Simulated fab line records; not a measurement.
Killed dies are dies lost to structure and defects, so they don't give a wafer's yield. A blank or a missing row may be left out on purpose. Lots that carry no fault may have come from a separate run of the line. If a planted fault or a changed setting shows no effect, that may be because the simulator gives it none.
fab line records -- flow sky130
record lots=14, wafers=42, last-day=51
route steps=708 shown NWELL@76 VT_ADJUST_LVTN@104 VT_ADJUST_HVTR@134 PAD_OPEN@708
lots that met no fault: taken from a fault-free run of the same line
start-h: hours from the record's first day to the start of the lot's first wafer shown -- wait-h: hours since the lot's step before -- " identical to the entry in the row above -- L1.1+2: one row covering several wafers at once -- - no value, or no start given -- * or withheld: withheld -- < > ~ a bound
route shown NAME@n: a module of which the file shows steps, and the number in the route of the first -- usual: mean and standard deviation over wafers with no fault -- same: alike in all rows -- chamber/n: place in a boat -- sites: each site's reading -- _std_site: their standard deviation -- _edge_site: inner sites' mean taken away from outer sites' mean -- radius-mm: for every site, how far away it sits from the centre of the wafer -- mask NAME#n: copy n -- behind: the most recent tool/chamber to have shaped the wafer -- hold: the reason the lot was held/the length of the hold in hours/how it ended -- device: which transistor (n, p or np) failed to switch -- end of line: tests of these same wafers at the route's end -- a step with no rows: only its recipe -- killed: the dies lost at the first sort to structure and to defects; this is not the yield of the wafer -- map: the dies of a wafer, with x for killed, . for not killed, _ for no die there
set.NAME: the setting the step ran with; set.NAME@STEP: the setting that earlier step ran with -- model.NAME: the simulator's own value behind a step, which no gauge read
steps of the route over a sample of lots; a table a step, a row a wafer
## steps
# step SKY_NWELL_OVL_MEAS_23
# usual NWELL_01_OVL=-0.5/1.9
lot.wafer,tool,chamber,start-h,wait-h,NWELL_01_OVL[nm]
L281.3,overlay-01,-,104.35,-,-0.6
L281.4,overlay-01,-,104.35,-,-1.3
L281.5,overlay-01,-,104.35,-,-1.6
L282.2,overlay-02,-,116.94,-,-1.3
L282.3,overlay-02,-,116.94,-,-2.0
L282.5,overlay-02,-,116.94,-,-2.5
L284.2,overlay-01,-,124.75,-,-2.7
L284.5,overlay-01,-,124.75,-,-1.3
L284.6,overlay-01,-,124.75,-,-4.2
L285.2,overlay-02,-,129.14,-,-2.1
L285.3,overlay-02,-,129.14,-,-1.5
L285.4,overlay-02,-,129.14,-,-2.8
L287.1,overlay-01,-,135.19,-,0.3
L287.2,overlay-01,-,135.19,-,0.4
L287.6,overlay-01,-,135.19,-,-0.4
L289.4,overlay-01,-,150.70,-,2.0
L289.5,overlay-01,-,150.70,-,1.3
L289.6,overlay-01,-,150.70,-,1.6
L291.2,overlay-01,-,161.45,-,-0.8
L291.3,overlay-01,-,161.45,-,0.4
L291.6,overlay-01,-,161.45,-,1.4
L292.2,overlay-02,-,167.90,-,-1.0
L292.3,overlay-02,-,167.90,-,-1.2
L292.5,overlay-02,-,167.90,-,-1.1
L293.1,overlay-01,-,174.49,-,1.5
L293.2,overlay-01,-,174.49,-,2.0
L293.5,overlay-01,-,174.49,-,1.7
L294.3,overlay-02,-,180.65,-,0.6
L294.4,overlay-02,-,180.65,-,0.9
L294.6,overlay-02,-,180.65,-,1.0
L295.2,overlay-01,-,187.54,-,-1.8
L295.3,overlay-01,-,187.54,-,-3.5
L295.5,overlay-01,-,187.54,-,-2.0
L296.1,overlay-02,-,193.69,-,0.3
L296.2,overlay-02,-,193.69,-,0.9
L296.3,overlay-02,-,193.69,-,-0.3
L303.1,overlay-02,-,239.84,-,-0.3
L303.3,overlay-02,-,239.84,-,0.5
L303.6,overlay-02,-,239.84,-,-0.3
L304.1,overlay-01,-,242.54,-,3.9
L304.2,overlay-01,-,242.54,-,3.6
L304.6,overlay-01,-,242.54,-,4.1
# step SKY_NWELL_RS_MEAS_29
# recipe thk-meas-gauge=four-point-probe
# usual NWELL_RS=617.5/1.8
lot.wafer,tool,chamber,start-h,wait-h,NWELL_RS[ohm/sq]
L281.3,film-metro-03,-,104.88,0.1,616.5
L281.4,film-metro-03,-,104.88,0.1,617.8
L281.5,film-metro-03,-,104.88,0.1,617.9
L282.2,film-metro-03,-,117.45,0.1,613.9
L282.3,film-metro-03,-,117.45,0.1,615.9
L282.5,film-metro-03,-,117.45,0.1,614.0
L284.2,film-metro-01,-,125.26,0.1,619.7
L284.5,film-metro-01,-,125.26,0.1,618.3
L284.6,film-metro-01,-,125.26,0.1,621.0
L285.2,film-metro-03,-,129.66,0.1,613.7
L285.3,film-metro-03,-,129.66,0.1,617.1
L285.4,film-metro-03,-,129.66,0.1,617.9
L287.1,film-metro-02,-,135.69,0.1,616.0
L287.2,film-metro-02,-,135.69,0.1,616.0
L287.6,film-metro-02,-,135.69,0.1,615.6
L289.4,film-metro-03,-,151.24,0.1,616.5
L289.5,film-metro-03,-,151.24,0.1,617.3
L289.6,film-metro-03,-,151.24,0.1,616.7
L291.2,film-metro-03,-,161.96,0.1,619.2
L291.3,film-metro-03,-,161.96,0.1,620.3
L291.6,film-metro-03,-,161.96,0.1,616.3
L292.2,film-metro-01,-,168.41,0.1,619.8
L292.3,film-metro-01,-,168.41,0.1,618.9
L292.5,film-metro-01,-,168.41,0.1,620.3
L293.1,film-metro-02,-,174.98,0.1,616.9
L293.2,film-metro-02,-,174.98,0.1,618.5
L293.5,film-metro-02,-,174.98,0.1,616.2
L294.3,film-metro-01,-,181.17,0.1,619.7
L294.4,film-metro-01,-,181.17,0.1,616.3
L294.6,film-metro-01,-,181.17,0.1,618.9
L295.2,film-metro-03,-,188.05,0.1,616.5
L295.3,film-metro-03,-,188.05,0.1,615.9
L295.5,film-metro-03,-,188.05,0.1,618.8
L296.1,film-metro-01,-,194.19,0.1,619.0
L296.2,film-metro-01,-,194.19,0.1,618.1
L296.3,film-metro-01,-,194.19,0.1,618.7
L303.1,film-metro-01,-,240.37,0.1,618.4
L303.3,film-metro-01,-,240.37,0.1,618.3
L303.6,film-metro-01,-,240.37,0.1,619.3
L304.1,film-metro-03,-,243.04,0.1,614.7
L304.2,film-metro-03,-,243.04,0.1,615.5
L304.6,film-metro-03,-,243.04,0.1,616.7
# step SKY_VT_ADJUST_LVTN_OVL_MEAS_07
# usual VT_ADJUST_LVTN_OVL=-0.8/1.3
lot.wafer,tool,chamber,start-h,wait-h,VT_ADJUST_LVTN_OVL[nm]
L281.3,overlay-02,-,141.65,-,-1.1
L281.4,overlay-02,-,141.65,-,-1.0
L281.5,overlay-02,-,141.65,-,-2.1
L282.2,overlay-02,-,156.50,-,0.1
L282.3,overlay-02,-,156.50,-,-0.3
L282.5,overlay-02,-,156.50,-,-1.0
L284.2,overlay-02,-,164.65,-,0.6
L284.5,overlay-02,-,164.65,-,-1.0
L284.6,overlay-02,-,164.65,-,0.1
L285.2,overlay-02,-,169.27,-,-1.7
L285.3,overlay-02,-,169.27,-,-2.3
L285.4,overlay-02,-,169.27,-,-3.6
L287.1,overlay-02,-,175.79,-,-1.8
L287.2,overlay-02,-,175.79,-,-1.6
L287.6,overlay-02,-,175.79,-,-2.1
L289.4,overlay-01,-,193.54,-,0.2
L289.5,overlay-01,-,193.54,-,1.1
L289.6,overlay-01,-,193.54,-,0.2
L291.2,overlay-01,-,205.84,-,-0.2
L291.3,overlay-01,-,205.84,-,-1.9
L291.6,overlay-01,-,205.84,-,-1.9
L292.2,overlay-01,-,212.55,-,-0.4
L292.3,overlay-01,-,212.55,-,-0.5
L292.5,overlay-01,-,212.55,-,0.8
L293.1,overlay-02,-,219.52,-,-2.7
L293.2,overlay-02,-,219.52,-,-1.0
L293.5,overlay-02,-,219.52,-,-3.8
L294.3,overlay-01,-,225.43,-,-1.1
L294.4,overlay-01,-,225.43,-,0.1
L294.6,overlay-01,-,225.43,-,-1.6
L295.2,overlay-01,-,233.32,-,0.6
L295.3,overlay-01,-,233.32,-,1.7
L295.5,overlay-01,-,233.32,-,1.0
L296.1,overlay-02,-,240.99,-,0.6
L296.2,overlay-02,-,240.99,-,1.2
L296.3,overlay-02,-,240.99,-,0.3
L303.1,overlay-02,-,288.34,-,-2.8
L303.3,overlay-02,-,288.34,-,-2.1
L303.6,overlay-02,-,288.34,-,-1.6
L304.1,overlay-02,-,291.74,-,-0.4
L304.2,overlay-02,-,291.74,-,-0.4
L304.6,overlay-02,-,291.74,-,-0.2
# step SKY_VT_ADJUST_HVTR_SOFTBAKE_03
# recipe temp-c=90, time-s=60, resist=NOVOLAK
# usual run-length-s=89.11/0.26
lot.wafer,tool,chamber,start-h,wait-h,run-length-s
L281.3,litho-track-01,0,193.74,0.1,89.45
L281.4,litho-track-01,0,193.74,0.1,89.38
L281.5,litho-track-01,0,193.74,0.1,89.50
L282.2,litho-track-04,0,210.96,0.1,89.22
L282.3,litho-track-04,0,210.96,0.1,88.93
L282.5,litho-track-04,0,210.96,0.1,88.86
L284.2,litho-track-02,0,219.36,0.1,89.00
L284.5,litho-track-02,0,219.36,0.1,89.07
L284.6,litho-track-02,0,219.36,0.1,88.91
L285.2,litho-track-02,0,224.36,0.1,88.98
L285.3,litho-track-02,0,224.36,0.1,88.92
L285.4,litho-track-02,0,224.36,0.1,88.96
L287.1,litho-track-04,0,231.89,0.1,88.79
L287.2,litho-track-04,0,231.89,0.1,89.05
L287.6,litho-track-04,0,231.89,0.1,88.81
L289.4,litho-track-02,0,251.31,0.1,88.99
L289.5,litho-track-02,0,251.31,0.1,88.94
L289.6,litho-track-02,0,251.31,0.1,88.95
L291.2,litho-track-02,0,264.21,0.1,89.09
L291.3,litho-track-02,0,264.21,0.1,88.97
L291.6,litho-track-02,0,264.21,0.1,89.25
L292.2,litho-track-01,0,272.06,0.1,89.56
L292.3,litho-track-01,0,272.06,0.1,89.58
L292.5,litho-track-01,0,272.06,0.1,89.53
L293.1,litho-track-04,0,280.14,0.1,88.94
L293.2,litho-track-04,0,280.14,0.1,88.95
L293.5,litho-track-04,0,280.14,0.1,88.90
L294.3,litho-track-01,0,285.99,0.1,89.43
L294.4,litho-track-01,0,285.99,0.1,89.69
L294.6,litho-track-01,0,285.99,0.1,89.54
L295.2,litho-track-02,0,295.11,0.1,99.70
L295.3,litho-track-02,0,295.11,0.1,99.83
L295.5,litho-track-02,0,295.11,0.1,99.68
L296.1,litho-track-02,0,302.04,0.1,99.68
L296.2,litho-track-02,0,302.04,0.1,99.66
L296.3,litho-track-02,0,302.04,0.1,99.67
L303.1,litho-track-04,0,356.29,0.1,88.80
L303.3,litho-track-04,0,356.29,0.1,88.90
L303.6,litho-track-04,0,356.29,0.1,88.84
L304.1,litho-track-01,0,358.38,0.1,89.65
L304.2,litho-track-01,0,358.38,0.1,89.58
L304.6,litho-track-01,0,358.38,0.1,89.56
# step SKY_PAD_OPEN_PROBE_99
# usual killed_at_M0_to_M3=43/6.8, killed_at_M4_up=3.1/1.8, killed-at-contacts=25/5.8, killed-at-front-end=15/4.2, killed-at-other=0.3/0.5, killed-dies=87/9.7, killed-on-rim=17/4.1, killed-open=47/7.3, killed-short=39/6.6
# same gross-dies=492, killed-at-back-side=0
lot.wafer,tool,chamber,start-h,wait-h,killed_at_M0_to_M3,killed_at_M4_up,killed-at-contacts,killed-at-front-end,killed-at-other,killed-dies,killed-on-rim,killed-open,killed-short
L289.4,prober-01,-,1133.75,0.2,40,1,17,17,1,76,9,42,34
L289.5,prober-01,-,1133.80,0.2,49,3,25,13,0,90,11,50,40
L289.6,prober-01,-,1133.85,0.2,43,2,29,12,0,86,12,54,32
L292.2,prober-01,-,1150.99,0.1,33,1,25,32,0,91,20,62,29
L292.3,prober-01,-,1151.04,0.2,50,5,26,24,0,105,17,63,42
L292.5,prober-01,-,1151.14,0.2,36,1,32,16,0,85,22,49,36
L293.1,prober-02,-,1155.56,0.1,41,1,28,16,0,86,12,54,32
L293.2,prober-02,-,1155.61,0.1,38,2,23,17,1,81,16,44,37
L293.5,prober-02,-,1155.76,0.2,46,6,38,18,0,108,25,68,40
L294.3,prober-01,-,1155.78,0.2,35,2,15,13,1,66,9,38,28
L294.4,prober-01,-,1155.83,0.2,35,3,17,13,0,68,14,36,32
L294.6,prober-01,-,1155.93,0.2,49,4,19,15,1,88,16,50,38
L295.2,prober-02,-,1163.60,0.1,48,4,18,12,0,82,20,37,45
L295.3,prober-02,-,1163.65,0.2,44,3,23,11,0,81,20,43,38
L295.5,prober-02,-,1163.75,0.2,44,1,28,15,0,88,13,45,43
L296.1,prober-01,-,1173.74,0.1,49,3,22,14,0,88,20,41,47
L296.2,prober-01,-,1173.79,0.1,46,4,29,15,0,94,13,50,44
L296.3,prober-01,-,1173.84,0.2,42,4,21,14,0,81,15,37,44
L303.1,prober-01,-,1214.49,0.1,51,4,18,12,0,85,16,40,45
L303.3,prober-01,-,1214.59,0.2,40,6,28,10,1,85,18,41,44
L303.6,prober-01,-,1214.74,0.2,51,2,19,13,0,85,19,47,38
L304.1,prober-02,-,1214.66,0.1,46,7,27,17,0,97,17,59,38
L304.2,prober-02,-,1214.71,0.1,36,8,18,21,0,83,17,42,41
L304.6,prober-02,-,1214.91,0.2,48,2,26,15,1,92,15,64,28
# killed by level:class
L289.4 VIA2:geometric-particle:open=9 LI_CONTACT:geometric-particle:open=8 METAL1:geometric-particle:short=8 VIA3:geometric-particle:open=6 FIELD_ISO:geometric-particle:open=5 VIA1:geometric-particle:open=5 CONTACT:geometric-particle:open=5 VIA2:geometric-particle:short=5
L289.5 CONTACT:geometric-particle:open=12 VIA3:geometric-particle:open=8 VIA1:geometric-particle:open=7 LI_CONTACT:geometric-particle:open=6 VIA1:geometric-particle:short=6 METAL1:geometric-particle:short=5 VIA2:geometric-particle:open=5 VIA2:geometric-particle:short=4
L289.6 VIA1:geometric-particle:open=16 LOCAL_INTERCONNECT:geometric-particle:short=8 LI_CONTACT:geometric-particle:open=7 CONTACT:geometric-particle:open=7 VIA2:geometric-particle:open=6 VIA3:geometric-particle:open=5 VIA1:geometric-particle:short=4 FIELD_ISO:geometric-particle:open=3
L292.2 VIA2:geometric-particle:open=10 LI_CONTACT:geometric-particle:open=9 POLY_GATE:geometric-particle:open=8 VIA1:geometric-particle:open=7 CONTACT:geometric-particle:open=7 FIELD_ISO:geometric-particle:short=5 FIELD_ISO:geometric-particle:open=5 POLY_GATE:geometric-particle:short=4
L292.3 VIA1:geometric-particle:open=12 CONTACT:geometric-particle:open=10 METAL1:geometric-particle:short=7 POLY_GATE:geometric-particle:open=6 LI_CONTACT:geometric-particle:open=6 CONTACT:geometric-particle:short=6 VIA2:geometric-particle:open=6 VIA3:geometric-particle:open=6
L292.5 CONTACT:geometric-particle:open=13 LI_CONTACT:geometric-particle:open=10 VIA3:geometric-particle:open=7 FIELD_ISO:geometric-particle:open=5 VIA1:geometric-particle:open=5 LOCAL_INTERCONNECT:geometric-particle:short=5 VIA1:geometric-particle:short=5 METAL1:geometric-particle:short=4
L293.1 CONTACT:geometric-particle:open=12 VIA1:geometric-particle:open=12 VIA3:geometric-particle:open=11 FIELD_ISO:geometric-particle:short=5 LI_CONTACT:geometric-particle:open=5 LOCAL_INTERCONNECT:geometric-particle:short=5 VIA1:geometric-particle:short=5 FIELD_ISO:geometric-particle:open=4
L293.2 VIA1:geometric-particle:open=11 FIELD_ISO:geometric-particle:open=6 LI_CONTACT:geometric-particle:open=5 LOCAL_INTERCONNECT:geometric-particle:short=5 CONTACT:geometric-particle:open=5 METAL2:geometric-particle:short=5 POLY_GATE:geometric-particle:open=4 LI_CONTACT:geometric-particle:short=4
L293.5 CONTACT:geometric-particle:open=16 VIA1:geometric-particle:open=12 VIA3:geometric-particle:open=11 LI_CONTACT:geometric-particle:open=9 LI_CONTACT:geometric-particle:short=6 FIELD_ISO:geometric-particle:short=5 POLY_GATE:geometric-particle:open=5 CONTACT:geometric-particle:short=5
L294.3 VIA3:geometric-particle:open=10 VIA1:geometric-particle:open=8 CONTACT:geometric-particle:short=6 FIELD_ISO:geometric-particle:open=4 CONTACT:geometric-particle:open=4 SPACER:geometric-particle:short=3 VIA2:geometric-particle:open=3 METAL1:geometric-particle:short=3
L294.4 VIA1:geometric-particle:open=9 FIELD_ISO:geometric-particle:short=7 CONTACT:geometric-particle:open=6 METAL1:geometric-particle:short=5 VIA3:geometric-particle:open=5 VIA2:geometric-particle:open=5 LI_CONTACT:geometric-particle:open=4 LOCAL_INTERCONNECT:geometric-particle:short=4
L294.6 VIA1:geometric-particle:open=10 VIA2:geometric-particle:open=9 FIELD_ISO:geometric-particle:open=7 CONTACT:geometric-particle:open=6 METAL1:geometric-particle:short=6 METAL2:geometric-particle:short=6 VIA3:geometric-particle:open=5 CONTACT:geometric-particle:short=5
L295.2 VIA1:geometric-particle:open=11 VIA1:geometric-particle:short=9 METAL2:geometric-particle:short=8 CONTACT:geometric-particle:open=7 CONTACT:geometric-particle:short=5 LI_CONTACT:geometric-particle:open=4 METAL3:geometric-particle:short=4 VIA3:geometric-particle:open=4
L295.3 CONTACT:geometric-particle:open=11 VIA1:geometric-particle:open=7 METAL2:geometric-particle:short=7 VIA3:geometric-particle:open=7 CONTACT:geometric-particle:short=5 METAL1:geometric-particle:short=5 VIA2:geometric-particle:open=5 LI_CONTACT:geometric-particle:open=4
L295.5 VIA1:geometric-particle:open=11 LOCAL_INTERCONNECT:geometric-particle:short=9 CONTACT:geometric-particle:open=9 VIA2:geometric-particle:open=7 POLY_GATE:geometric-particle:short=6 METAL1:geometric-particle:short=6 LI_CONTACT:geometric-particle:open=4 VIA3:geometric-particle:open=4
L296.1 VIA1:geometric-particle:short=11 VIA1:geometric-particle:open=11 CONTACT:geometric-particle:open=6 METAL1:geometric-particle:short=5 LI_CONTACT:geometric-particle:open=5 CONTACT:geometric-particle:short=5 VIA2:geometric-particle:open=5 VIA2:geometric-particle:short=4
L296.2 CONTACT:geometric-particle:open=10 VIA3:geometric-particle:open=10 LI_CONTACT:geometric-particle:open=8 VIA2:geometric-particle:open=5 VIA3:geometric-particle:short=5 LI_CONTACT:geometric-particle:short=4 LOCAL_INTERCONNECT:geometric-particle:short=4 VIA1:geometric-particle:open=4
L296.3 CONTACT:geometric-particle:open=8 METAL2:geometric-particle:short=7 VIA1:geometric-particle:short=7 CONTACT:geometric-particle:short=6 VIA2:geometric-particle:open=5 VIA1:geometric-particle:open=5 LI_CONTACT:geometric-particle:open=4 METAL1:geometric-particle:short=4
L303.1 VIA3:geometric-particle:open=8 VIA1:geometric-particle:short=8 VIA1:geometric-particle:open=8 METAL1:geometric-particle:short=7 LI_CONTACT:geometric-particle:open=6 CONTACT:geometric-particle:open=5 METAL2:geometric-particle:short=5 METAL3:geometric-particle:short=5
L303.3 CONTACT:geometric-particle:open=11 METAL1:geometric-particle:short=7 VIA2:geometric-particle:open=7 CONTACT:geometric-particle:short=5 VIA1:geometric-particle:open=5 LI_CONTACT:geometric-particle:open=4 LI_CONTACT:geometric-particle:short=4 LOCAL_INTERCONNECT:geometric-particle:short=4
L304.1 CONTACT:geometric-particle:open=13 VIA1:geometric-particle:open=11 CONTACT:geometric-particle:short=7 VIA3:geometric-particle:open=6 POLY_GATE:geometric-particle:open=6 VIA2:geometric-particle:open=6 METAL2:geometric-particle:open=5 METAL2:geometric-particle:short=4
L304.2 CONTACT:geometric-particle:open=12 VIA1:geometric-particle:open=9 FIELD_ISO:geometric-particle:short=6 METAL2:geometric-particle:short=5 METAL3:geometric-particle:short=5 METAL4:geometric-particle:short=5 POLY_GATE:geometric-particle:short=4 CONTACT:geometric-particle:short=4
L303.6 VIA1:geometric-particle:open=11 VIA2:geometric-particle:open=10 METAL1:geometric-particle:short=6 VIA3:geometric-particle:open=6 FIELD_ISO:geometric-particle:short=5 LI_CONTACT:geometric-particle:open=5 CONTACT:geometric-particle:open=5 VIA1:geometric-particle:short=5
L304.6 VIA1:geometric-particle:open=15 VIA3:geometric-particle:open=9 CONTACT:geometric-particle:open=8 LI_CONTACT:geometric-particle:open=8 VIA2:geometric-particle:open=8 CONTACT:geometric-particle:short=6 FIELD_ISO:geometric-particle:short=4 POLY_GATE:geometric-particle:open=4
## key
first-sign step=SKY_VT_ADJUST_HVTR_SOFTBAKE_03, reading=run-length-s, direction=up, sigmas=41, usual=*, struck=*
effect none on later readings
met-at SKY_VT_ADJUST_HVTR_SOFTBAKE_03
struck-lots L295,L296
tester-left-out L295,L296
not-acting-at SKY_NWELL_OVL_MEAS_23,SKY_NWELL_RS_MEAS_29,SKY_VT_ADJUST_LVTN_OVL_MEAS_07
onset-between 264.21 295.11
fault kind=process-parameter-drift, tool=litho-track-02, chamber=-, onset-h=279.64, steps=SKY_VT_ADJUST_HVTR_SOFTBAKE_03, channel=time-s, offset=*, shape=step, end-h=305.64, acts-in=*, stated=*
# tester-left-out: of these lots the tester's yield and bins aren't shown, on N5 and GAA mostly nor the transistor test; their killed dies are dies lost to structure and defects alone, not to doping, threshold or leakage, so they don't give the yield
